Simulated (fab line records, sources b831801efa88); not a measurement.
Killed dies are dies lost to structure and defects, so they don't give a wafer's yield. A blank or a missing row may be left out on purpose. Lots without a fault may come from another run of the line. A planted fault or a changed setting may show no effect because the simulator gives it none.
Problem report in the 8D (eight disciplines) form, filled by code | flow gf180mcu | the parts of the form that need people (team, actions taken, sign-off) are left out

1. THE PROBLEM
run_length_s at GF_STI_WET_ETCH_27 reads a mean of 1724 s on 3 wafers of 1 lot; wafers without a fault read 1854 s with a standard deviation of 3.6. That is -36 standard deviations from the usual mean.
The step: etches Si3N4 in H3PO4, target depth 160 nm, time 1825 s.
First seen on wafer L216.2, day 4 23:15, on wet_bench-01. The record holds 39 wafers of 13 lots with a number at this step. Rule for "out", or "out of limits": more than 4 standard deviations from the usual mean. The other wafers with a number count as sound.

2. WHAT IT IS AND WHAT IT IS NOT
question                    | is                     | is not
which readings at this step | run_length_s           | -
which lots                  | L216                   | L203, L204, L205, L206, L207, L208, L209, L210, L215, L220, L225, L226
which wafers of those lots  | all that have a number | -
read on which tools         | wet_bench-01           | wet_bench-03, wet_bench-04
when                        | from day 4 23:15       | up to then (27 sound wafers); but 9 sound wafers of L220, L225, L226 came after

3. SUSPECTS, AND WHAT RULES EACH OUT
Counting: a tool at a process step up to the reading stays a suspect if it ran every lot that is out and no sound lot after the first of them.
- wet_bench-01 at GF_STI_WET_ETCH_27 (etches Si3N4 in H3PO4, target depth 160 nm, time 1825 s): kept. It ran the lot that is out, L216 (day 4 23:15), and no sound lot after that; its last sound lot up to then is L210 (day 3 19:26). Its own readings are out on those wafers: run_length_s.
Left after counting: wet_bench-01 at GF_STI_WET_ETCH_27.

4. THE CAUSE (what the simulator had put in)
Process parameter drift: wet_bench-01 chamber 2, from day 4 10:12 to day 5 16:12, at GF_STI_WET_ETCH_27. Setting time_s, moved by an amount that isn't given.
Counting left only this tool.

5. THE CHAIN OF EFFECTS, in route order
Each row: a reading whose mean over the struck wafers that have a number lies more than 3 standard deviations from the usual. Only readings for which the record gives a usual standard deviation are gone through. hours: the time from each lot's start at the first step in this table that gives one to its start at this step, as a median over the lots. sigmas: the change in usual standard deviations.
hours | step               | reading      | usual  | on struck wafers | change | sigmas
0     | GF_STI_WET_ETCH_27 | run_length_s | 1854 s | 1724             | -130   | -36
The process steps in it:
- GF_STI_WET_ETCH_27: etches Si3N4 in H3PO4, target depth 160 nm, time 1825 s.
Later measuring or inspecting steps at which every struck wafer that the step has a row for has a number for every such reading, and none has moved that far: GF_V1_OVL_MEAS_15.

6. WHAT WOULD HAVE CAUGHT IT SOONER
In this record the first reading out of limits was taken at day 4 23:15, 13 hours after the fault began at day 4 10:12.
